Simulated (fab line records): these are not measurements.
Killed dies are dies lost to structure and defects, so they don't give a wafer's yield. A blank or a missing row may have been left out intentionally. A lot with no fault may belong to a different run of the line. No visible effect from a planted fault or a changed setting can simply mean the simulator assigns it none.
Problem report in the 8D (eight disciplines) form, filled by code || flow gf180mcu || the parts of the form that need people (team, actions taken, sign-off) are left out

== 1. THE PROBLEM ==
beamEnergyKeV at GF_NWELL_IMPLANT_09 reads a mean of 143.67 on 6 wafers of 2 lots; wafers without a fault read 160.00 with a standard deviation of 0.053. That is -99 or more standard deviations from the usual mean.
First observed at day 7 04:19: wafer L718.1, on implanter-03. At this step, 18 wafers from 6 lots have a number in the record. By rule, "out" or "out of limits" means more than 4 standard deviations away from the usual mean. All remaining wafers that have a number are taken as sound.

== 2. WHAT IT IS; WHAT IT IS NOT ==
{"question": "which readings at this step", "is": "beamEnergyKeV", "is not": "doseIonsCm2"}
{"question": "which lots", "is": "L718, L721", "is not": "L701, L703, L717, L724"}
{"question": "which wafers of those lots", "is": "all that have a number", "is not": "-"}
{"question": "read on which tools", "is": "implanter-03", "is not": "implanter-01, implanter-04"}
{"question": "when", "is": "from day 7 04:19", "is not": "up to then (9 sound wafers); but 3 sound wafers of L724 came after"}

== 3. THE SUSPECTS, EACH WITH WHAT RULES IT OUT ==
Counting: any tool at a process step up to the reading is kept as a suspect provided that every lot that is out went through it and no sound lot did after the first of them.
- plasmaAsher-02 at GF_DNWELL_STRIP_08 (strips in O2/N2): kept. It ran every lot that is out, first L718 (day 6 12:25), and no sound lot after that; its last sound lot up to then is L701 (day 2 19:20).
- implanter-03 at GF_NWELL_IMPLANT_09: kept. It ran every lot that is out, first L718 (day 7 04:19), and no sound lot after that; its last sound lot up to then is L701 (day 3 08:23). Out on those wafers are its own readings of beamEnergyKeV.
After counting, plasmaAsher-02 at GF_DNWELL_STRIP_08 and implanter-03 at GF_NWELL_IMPLANT_09 remain.

== 4. THE CAUSE (what the simulator had put in) ==
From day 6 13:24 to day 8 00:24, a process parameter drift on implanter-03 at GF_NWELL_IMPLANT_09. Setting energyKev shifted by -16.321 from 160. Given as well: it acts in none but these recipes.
2 suspects survive the count, and this tool is in that group.

== 5. THE CHAIN OF EFFECTS, in route order ==
Each row: a reading where the mean over the struck wafers with a number is more than 3 standard deviations away from the usual. Only readings whose record carries a usual standard deviation are examined. hours: median over the lots of the time between each lot's start at the first step of this table that gives one and its start at this step. sigmas: the change, counted in usual standard deviations.
{"hours": 0, "step": "GF_NWELL_IMPLANT_09", "reading": "beamEnergyKeV", "usual": 160.00, "on struck wafers": 143.67, "change": -16.33, "sigmas": "-99 or more"}
Its process steps:
- GF_NWELL_IMPLANT_09

== 6. WHAT WOULD HAVE CAUGHT IT SOONER ==
First out-of-limits reading in this record: day 7 04:19, which is 15 hours after fault onset at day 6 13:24.
